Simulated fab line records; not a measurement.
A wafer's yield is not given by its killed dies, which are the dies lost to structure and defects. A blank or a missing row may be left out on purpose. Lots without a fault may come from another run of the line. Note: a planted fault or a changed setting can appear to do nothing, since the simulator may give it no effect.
Which tool is to blame? -- flow sky130 -- Sampling: 24 lots, 72 wafers, 5 of 708 route steps

== WHAT THE GAUGES READ, wafer by wafer ==
SKY_VIA2_BOW_MEAS_03. Usual: VIA2_BOW 84 um, standard deviation 7.7.
lot,measured,on,VIA2_BOW (um),flag
L075,day 35 17:22,film_metro-01,92 82 93,
L074,day 35 23:19,film_metro-03,87 84 87,
L076,day 36 17:57,film_metro-01,71 84 85,
L077,day 36 18:44,film_metro-02,66 67 70,
L079,day 36 22:59,film_metro-02,90 82 83,
L078,day 37 08:25,film_metro-01,74 91 78,
L084,day 39 05:28,film_metro-01,87 78 90,
L082,day 39 09:19,film_metro-01,74 80 92,
L081,day 39 11:14,film_metro-02,83 65 81,
L085,day 39 13:59,film_metro-02,88 100 79,
L087,day 39 14:35,film_metro-02,76 82 71,
L080,day 39 15:40,film_metro-03,99 84 85,
L086,day 39 17:12,film_metro-01,81 76 84,
L088,day 39 18:13,film_metro-02,92 90 76,
L083,day 39 18:59,film_metro-01,80 94 101,
L089,day 39 19:13,film_metro-03,85 87 81,
L090,day 40 00:52,film_metro-02,83 92 81,
L091,day 40 18:43,film_metro-03,88 82 104,
L092,day 40 22:24,film_metro-01,92 84 88,
L093,day 40 23:08,film_metro-02,80 91 95,
L094,day 40 23:46,film_metro-02,77 89 84,
L095,day 41 07:04,film_metro-01,87 85 85,
L096,day 41 18:22,film_metro-03,82 74 61,
L097,day 41 22:41,film_metro-02,86 83 83,

SKY_VIA3_BOW_MEAS_03. Usual: VIA3_BOW 78 um, standard deviation 8.1.
lot,measured,on,VIA3_BOW (um),flag
L075,day 39 02:16,film_metro-04,82 74 84,
L074,day 39 06:25,film_metro-03,79 75 78,
L076,day 40 01:13,film_metro-03,66 81 83,
L077,day 40 01:47,film_metro-02,60 62 65,
L079,day 40 05:45,film_metro-04,80 75 76,
L078,day 40 14:23,film_metro-02,68 85 73,
L084,day 42 09:04,film_metro-02,75 67 80,
L082,day 42 13:10,film_metro-03,71 75 89,
L081,day 42 16:31,film_metro-04,75 54 74,
L085,day 42 17:59,film_metro-04,81 93 73,
L087,day 42 19:30,film_metro-04,65 71 61,
L080,day 42 19:42,film_metro-03,89 75 73,
L086,day 42 21:25,film_metro-04,79 72 81,
L088,day 42 21:29,film_metro-03,87 85 73,
L083,day 42 22:01,film_metro-04,71 86 92,
L089,day 42 23:54,film_metro-04,81 86 80,
L090,day 43 04:32,film_metro-03,83 90 81,
L091,day 43 22:25,film_metro-03,82 74 97,
L092,day 44 02:10,film_metro-02,87 79 83,
L093,day 44 02:20,film_metro-04,69 79 83,
L094,day 44 03:12,film_metro-03,73 85 80,
L095,day 44 08:38,film_metro-03,79 77 76,
L096,day 44 19:36,film_metro-04,73 66 52,
L097,day 45 01:15,film_metro-04,79 76 78,

== WHAT TOOL EACH LOT RAN ON (gives the tool, then ch and the chambers of the sampled wafers, and finally the start) ==
lot,SKY_VIA1_SPUTTER_20,SKY_METAL2_SPUTTER_00,SKY_METAL2_DESCUM_17
L075,"pvd_sputter-03, day 34 12:32","pvd_sputter-04, day 34 13:10","rie_metal-02 ch 0,1, day 35 16:06"
L074,"pvd_sputter-02, day 34 18:22","pvd_sputter-01, day 34 19:00","rie_metal-01 ch 1, day 35 22:02"
L076,"pvd_sputter-01, day 35 14:02","pvd_sputter-04, day 35 14:40","rie_metal-04 ch 0,1, day 36 16:41"
L077,"pvd_sputter-03, day 35 14:19","pvd_sputter-03, day 35 14:56","rie_metal-01 ch 0,1, day 36 17:28"
L079,"pvd_sputter-03, day 35 19:35","pvd_sputter-04, day 35 20:13","rie_metal-04 ch 0,1, day 36 21:42"
L078,"pvd_sputter-02, day 36 03:36","pvd_sputter-01, day 36 04:14","rie_metal-04 ch 0,1, day 37 07:01"
L084,"pvd_sputter-03, day 38 03:01","pvd_sputter-04, day 38 03:38","rie_metal-02 ch 0,1, day 39 04:11"
L082,"pvd_sputter-02, day 38 05:56","pvd_sputter-04, day 38 06:34","rie_metal-02 ch 0,1, day 39 08:01"
L081,"pvd_sputter-02, day 38 08:22","pvd_sputter-04, day 38 09:00","rie_metal-01 ch 0,1, day 39 09:58"
L085,"pvd_sputter-01, day 38 11:12","pvd_sputter-04, day 38 11:50","rie_metal-01 ch 0,1, day 39 12:40"
L087,"pvd_sputter-03, day 38 11:26","pvd_sputter-03, day 38 12:04","rie_metal-02 ch 0, day 39 13:19"
L080,"pvd_sputter-01, day 38 12:26","pvd_sputter-03, day 38 13:04","rie_metal-01 ch 0,1, day 39 14:20"
L086,"pvd_sputter-03, day 38 14:13","pvd_sputter-04, day 38 14:51","rie_metal-01 ch 0,1, day 39 15:55"
L088,"pvd_sputter-03, day 38 14:59","pvd_sputter-04, day 38 15:37","rie_metal-04 ch 0,1, day 39 16:57"
L083,"pvd_sputter-03, day 38 15:40","pvd_sputter-04, day 38 16:19","rie_metal-04 ch 0,1, day 39 17:32"
L089,"pvd_sputter-02, day 38 16:28","pvd_sputter-03, day 38 17:06","rie_metal-01 ch 0,1, day 39 17:53"
L090,"pvd_sputter-02, day 38 21:25","pvd_sputter-03, day 38 22:03","rie_metal-04 ch 0, day 39 23:31"
L091,"pvd_sputter-02, day 39 16:56","pvd_sputter-04, day 39 17:34","rie_metal-02 ch 0,1, day 40 17:24"
L092,"pvd_sputter-01, day 39 19:59","pvd_sputter-04, day 39 20:37","rie_metal-02 ch 0,1, day 40 21:08"
L093,"pvd_sputter-02, day 39 20:26","pvd_sputter-03, day 39 21:04","rie_metal-01 ch 0,1, day 40 21:49"
L094,"pvd_sputter-02, day 39 21:25","pvd_sputter-04, day 39 22:03","rie_metal-02 ch 0,1, day 40 22:26"
L095,"pvd_sputter-01, day 40 05:04","pvd_sputter-03, day 40 05:41","rie_metal-01 ch 0,1, day 41 05:49"
L096,"pvd_sputter-01, day 40 16:40","pvd_sputter-01, day 40 17:18","rie_metal-02 ch 0,1, day 41 17:04"
L097,"pvd_sputter-01, day 40 20:53","pvd_sputter-01, day 40 21:34","rie_metal-02 ch 0,1, day 41 21:24"
- SKY_VIA1_SPUTTER_20: material TiN, target thk 20 nm, time 80 s.
- SKY_METAL2_SPUTTER_00: material Ti, target thk 15 nm, time 10 s.
- SKY_METAL2_DESCUM_17: chemistry O2, time 8 s.

== AS READ BY THE TOOLS THEMSELVES (means over the sampled wafers that have a number; for cases with no such wafer, the mark the record gives instead) ==
SKY_VIA1_SPUTTER_20. Usual: chamber_pressure_pa 4.999 Pa, standard deviation 0.01; throttle_valve_pct 29.7 %, standard deviation 0.93.
lot,tool,chamber_pressure_pa (Pa),throttle_valve_pct (%),flag
L075,pvd_sputter-03,4.998,30.8,
L074,pvd_sputter-02,4.983,29.2,
L076,pvd_sputter-01,4.998,29.1,
L077,pvd_sputter-03,5.002,30.8,
L079,pvd_sputter-03,4.990,30.2,
L078,pvd_sputter-02,5.009,29.5,
L084,pvd_sputter-03,5.007,30.7,
L082,pvd_sputter-02,5.005,29.4,
L081,pvd_sputter-02,4.994,29.3,
L085,pvd_sputter-01,5.003,28.8,
L087,pvd_sputter-03,5.004,30.1,
L080,pvd_sputter-01,4.994,29.2,
L086,pvd_sputter-03,5.002,30.2,
L088,pvd_sputter-03,5.002,30.6,
L083,pvd_sputter-03,4.996,31.3,
L089,pvd_sputter-02,5.004,29.4,
L090,pvd_sputter-02,5.002,29.2,
L091,pvd_sputter-02,4.997,29.3,
L092,pvd_sputter-01,4.999,29.0,
L093,pvd_sputter-02,4.995,29.6,
L094,pvd_sputter-02,5.002,29.4,
L095,pvd_sputter-01,5.006,29.3,
L096,pvd_sputter-01,5.007,29.0,
L097,pvd_sputter-01,4.995,29.2,

SKY_METAL2_SPUTTER_00. Usual: chamber_pressure_pa 0.3999 Pa, standard deviation 0.00092; throttle_valve_pct 29.9 %, standard deviation 1.
lot,tool,chamber_pressure_pa (Pa),throttle_valve_pct (%),flag
L075,pvd_sputter-04,0.3998,29.9,
L074,pvd_sputter-01,0.3996,29.2,
L076,pvd_sputter-04,0.3997,30.7,
L077,pvd_sputter-03,0.3998,31.0,
L079,pvd_sputter-04,0.3996,30.6,
L078,pvd_sputter-01,0.4004,28.6,
L084,pvd_sputter-04,0.3998,29.9,
L082,pvd_sputter-04,0.3997,30.2,
L081,pvd_sputter-04,0.4003,29.5,
L085,pvd_sputter-04,0.3999,29.4,
L087,pvd_sputter-03,0.4009,30.1,
L080,pvd_sputter-03,0.4004,30.3,
L086,pvd_sputter-04,0.4004,29.8,
L088,pvd_sputter-04,0.3999,30.0,
L083,pvd_sputter-04,0.4000,29.9,
L089,pvd_sputter-03,0.3996,30.0,
L090,pvd_sputter-03,0.4003,31.1,
L091,pvd_sputter-04,0.3993,30.6,
L092,pvd_sputter-04,0.4000,29.6,
L093,pvd_sputter-03,0.3996,30.2,
L094,pvd_sputter-04,0.4001,30.0,
L095,pvd_sputter-03,0.3998,30.2,
L096,pvd_sputter-01,0.3984,29.7,
L097,pvd_sputter-01,0.4005,29.2,

SKY_METAL2_DESCUM_17. Usual: drypump_motor_current_A 6.29 A, standard deviation 0.27; oes_product_au 1.006 a.u., standard deviation 0.015.
lot,tool,drypump_motor_current_A (A),oes_product_au (a.u.),flag
L075,rie_metal-02,6.48,1.013,
L074,rie_metal-01,5.78,1.014,
L076,rie_metal-04,6.39,1.013,
L077,rie_metal-01,6.16,1.028,
L079,rie_metal-04,6.44,0.993,
L078,rie_metal-04,6.43,1.004,
L084,rie_metal-02,6.48,1.012,
L082,rie_metal-02,6.41,1.011,
L081,rie_metal-01,5.96,0.998,
L085,rie_metal-01,5.95,0.988,
L087,rie_metal-02,6.59,1.007,
L080,rie_metal-01,6.16,1.015,
L086,rie_metal-01,5.95,0.996,
L088,rie_metal-04,6.38,1.020,
L083,rie_metal-04,6.39,1.019,
L089,rie_metal-01,5.95,0.998,
L090,rie_metal-04,6.34,1.021,
L091,rie_metal-02,6.49,1.000,
L092,rie_metal-02,6.39,1.001,
L093,rie_metal-01,5.97,1.000,
L094,rie_metal-02,6.49,1.006,
L095,rie_metal-01,5.96,1.000,
L096,rie_metal-02,6.50,1.003,
L097,rie_metal-02,6.49,1.011,

== THE ANSWER, worked out from the rows above alone ==
Rule: lot off if the mean of its wafers having a number is beyond 3 standard deviations from the usual mean. A lot without any number at a reading at which 4 lots or more have one is off too. Any other lot the step has rows for is counted as sound. Order of review: gauges by route order, followed by the tools' own readings, for which a lot's mean as printed above is used. The first step at which some lot is off is used, and at that step the reading that is off furthest; a lot without a number counts as furthest.
Nothing can be told from this: no lot is off at any reading shown.

== WHAT THE SIMULATOR HAD PUT IN ==
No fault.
